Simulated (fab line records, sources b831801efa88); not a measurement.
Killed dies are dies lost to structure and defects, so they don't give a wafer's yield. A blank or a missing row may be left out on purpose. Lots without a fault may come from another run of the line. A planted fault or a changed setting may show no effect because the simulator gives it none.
Which tool did it? | flow gf180mcu | 11 lots, 33 wafers sampled, at 3 steps of a route of 602

WHAT THE GAUGES READ, wafer by wafer
GF_PSD_RS_MEAS_14: measures by four-point-probe.
lot  | measured     | on            | NSD_RS (ohm/sq)
L325 | day 15 17:05 | film_metro-02 | 46.19 46.27 46.34
L330 | day 17 01:28 | film_metro-01 | 46.09 46.07 46.01
L332 | day 17 20:01 | film_metro-01 | 46.14 46.13 46.22
L334 | day 18 11:53 | film_metro-01 | 46.13 46.11 46.16
L336 | day 19 18:43 | film_metro-04 | 44.72 44.72 44.60
L337 | day 19 17:11 | film_metro-02 | 44.84 44.82 44.81
L338 | day 20 00:49 | film_metro-01 | 46.10 46.14 46.03
L339 | day 20 05:55 | film_metro-04 | 46.05 46.10 46.12
L340 | day 20 12:50 | film_metro-01 | 44.68 44.61 44.61
L341 | day 21 02:00 | film_metro-01 | 46.23 46.15 46.14
L345 | day 22 02:19 | film_metro-01 | 46.03 46.02 46.07

WHICH TOOL RAN EACH LOT (tool, then ch and the chambers of the sampled wafers, then the start)
lot  | GF_NSD_IMPLANT_09               | GF_NSD_STRIP_11
L325 | implanter-01 ch 0, day 14 18:34 | plasma_asher-03 ch 0,1, day 14 18:50
L330 | implanter-02 ch 0, day 16 02:38 | plasma_asher-04 ch 0,1, day 16 02:56
L332 | implanter-01 ch 0, day 16 20:23 | plasma_asher-04 ch 0,1, day 16 20:41
L334 | implanter-01 ch 0, day 17 10:51 | plasma_asher-03 ch 0, day 17 11:07
L336 | implanter-01 ch 0, day 18 17:32 | plasma_asher-04 ch 0,1, day 18 17:50
L337 | implanter-01 ch 0, day 18 15:49 | plasma_asher-02 ch 0,1, day 18 16:05
L338 | implanter-04 ch 0, day 18 23:11 | plasma_asher-03 ch 0,1, day 18 23:29
L339 | implanter-02 ch 0, day 19 04:41 | plasma_asher-03 ch 0,1, day 19 04:59
L340 | implanter-01 ch 0, day 19 11:32 | plasma_asher-02 ch 1, day 19 11:50
L341 | implanter-02 ch 0, day 20 00:43 | plasma_asher-04 ch 0,1, day 20 00:59
L345 | implanter-02 ch 0, day 21 01:55 | plasma_asher-02 ch 0,1, day 21 02:13
- GF_NSD_IMPLANT_09
- GF_NSD_STRIP_11: strips in O2/N2.

THE ANSWER, worked out from the rows above alone
Rule: what is usual is taken from the lots themselves. Put in order of their means at a reading, lots are off if they are a third of the lots or fewer, leave a main group of 4 or more, and stand apart from it by a gap of 3 or more times the standard deviation of the main group's means; of several such gaps the widest counts. A main group whose means are all the same, to the digits that the tables above print for the reading, isn't used. A lot without any number at a reading at which 4 lots or more have one is off too. The other lots that the step has rows for count as sound.
Off: L336, L337, L340, at GF_PSD_RS_MEAS_14 (NSD_RS). The main group: mean 46.13 ohm/sq, standard deviation 0.069.
A tool fits if, at a process step before that reading, it ran every lot that is off, and no sound lot after the first of them. The gauges at GF_PSD_RS_MEAS_14 are tried like those tools. One fits: implanter-01 at GF_NSD_IMPLANT_09. Its last sound lot is L334 (day 17 10:51), its first lot that is off L337 (day 18 15:49): a fault that began between those two fits.

WHAT THE SIMULATOR HAD PUT IN
Process parameter drift: implanter-01, from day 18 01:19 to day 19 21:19, at GF_NSD_IMPLANT_09. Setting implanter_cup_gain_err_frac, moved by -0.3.
Lots struck among those shown: L337, L336, L340. The rule above found the same.
